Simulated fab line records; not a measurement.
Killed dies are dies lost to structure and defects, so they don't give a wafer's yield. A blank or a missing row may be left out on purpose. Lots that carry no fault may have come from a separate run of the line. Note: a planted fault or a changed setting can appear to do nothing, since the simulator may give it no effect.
Comparing a struck lot with a sound one :: flow sky130 :: 23 steps out of a route of 708
Sound: the wafers L315.2, L315.3, L315.6. Wafers L316.2, L316.3, L316.4 were the ones struck. At the end, the cause is stated.
Each step with rows lists, per side, the tool, then ch with its chambers, then its first start. Under that, the readings that differ: sound wafers :: struck wafers :: difference of the means :: sigmas: that difference in standard deviations of wafers without a fault.
alike: readings with means less than 2 such deviations apart, plus words and numbers identical on both sides. not compared: withheld readings, readings lacking a value on some wafer, bounds such as >300 that could conceal the same value, and numbers that have no deviation in the record and whose values overlap.
Wherever a step has rows on one side only, a row that says differs or no value, or a row with sigmas, the two part there. When numbers do not overlap yet have no deviation, they are printed without sigmas and do not part them. A reading that every wafer of one side lacks parts them only if that side has two wafers or more.

first, 2 steps without rows for these wafers: SKY_POLY_GATE_CLEAN_19 (cleans in SC1/SC2, time 150 s); SKY_POLY_GATE_OXIDATION_20 (stabilise 600 s, purge 300 s, target thk 4 nm).
SKY_POLY_GATE_THK_MEAS_21:
  sound: film-metro-03 at day 19 05:03; struck: film-metro-01 at day 20 12:11
  alike: POLY_GATE_OXIDATION_THK
SKY_POLY_GATE_CD_MEAS_22:
  sound: cd-sem-01 at day 19 05:08; struck: cd-sem-01 at day 20 12:16
  alike: cd-nm
then, 7 steps without rows for these wafers: SKY_LDD_N_DEHYDRATE_00 (time 60 s); SKY_LDD_N_HMDS_01 (prime time 60 s); SKY_LDD_N_COAT_02 (resist thk 300 nm); SKY_LDD_N_SOFTBAKE_03 (time 60 s); SKY_LDD_N_EXPOSE_04 (exposes mask NTM, target cd 840 nm); SKY_LDD_N_PEB_05; SKY_LDD_N_DEVELOP_06 (develop time 60 s).
SKY_LDD_N_OVL_MEAS_07:
  sound: overlay-02 at day 20 11:41; struck: overlay-02 at day 21 18:17
  alike: LDD_N_OVL
SKY_LDD_N_IMPLANT_08:
  sound on implanter-04 ch 0, day 20 11:44; struck on implanter-01 ch 0, day 21 18:39
then, 7 steps without rows for these wafers: SKY_LDD_N_IMPLANT_09; SKY_LDD_N_IMPLANT_10; SKY_LDD_N_IMPLANT_11; SKY_LDD_N_IMPLANT_12; SKY_LDD_N_IMPLANT_13; SKY_LDD_N_IMPLANT_14; SKY_LDD_N_IMPLANT_15.
SKY_LDD_N_STRIP_16: strips in O2/N2.
  sound on plasma-asher-02 ch 0,1, day 20 12:55; struck on plasma-asher-02 ch 0,1, day 21 19:50
reading: strip-time-to-endpoint-s (s)
sound: 4.307 4.314 4.309
struck: 4.497 4.527 4.521
difference: +0.205
sigmas: +14
  alike: drypump-motor-current-A, oes-product-au
  not compared: rf-hours-counter-h
SKY_LDD_N_TW_MEAS_17:
  sound: film-metro-02 at day 20 13:02; struck: film-metro-01 at day 21 19:56
reading: LDD_N_TW
sound: 2522 2506 2513
struck: 2680 2680 2681
difference: +167
sigmas: +4
-- a jump in the record: the struck wafers' starts before and after are 26 days apart (it breaks off in module LDD_N and resumes in module PAD_OPEN, where the first step shown is number 708 of the route) --
SKY_PAD_OPEN_PROBE_99:
  sound: prober-02 at day 47 19:15; struck: prober-01 at day 47 23:12
reading: model.etest.tip-n.rs-ohm-sq
sound: 443.4 443.3 446.3
struck: 386.3 385.4 386.9
difference: -58.1
sigmas: 

reading: model.etest.nfet_01v8_lvt.vt-sat-v (V)
sound: 0.558 0.5438 0.5595
struck: 0.5087 0.5075 0.5144
difference: -0.0436
sigmas: 

reading: model.etest.nfet_01v8.vt-sat-v (V)
sound: 0.6625 0.6553 0.6631
struck: 0.628 0.6249 0.6333
difference: -0.032
sigmas: 
  alike: killed_at_M0_to_M3, killed_at_M4_up, killed-at-contacts, killed-at-front-end, killed-at-other, killed-dies, killed-open, killed-short

== WHERE THEY PART ==
Last at SKY_LDD_N_TW_MEAS_17 as far as this record goes, first at SKY_LDD_N_STRIP_16. Later steps at which nothing parts them and some readings are alike: SKY_PAD_OPEN_PROBE_99.

WHY: whatever the simulator had introduced
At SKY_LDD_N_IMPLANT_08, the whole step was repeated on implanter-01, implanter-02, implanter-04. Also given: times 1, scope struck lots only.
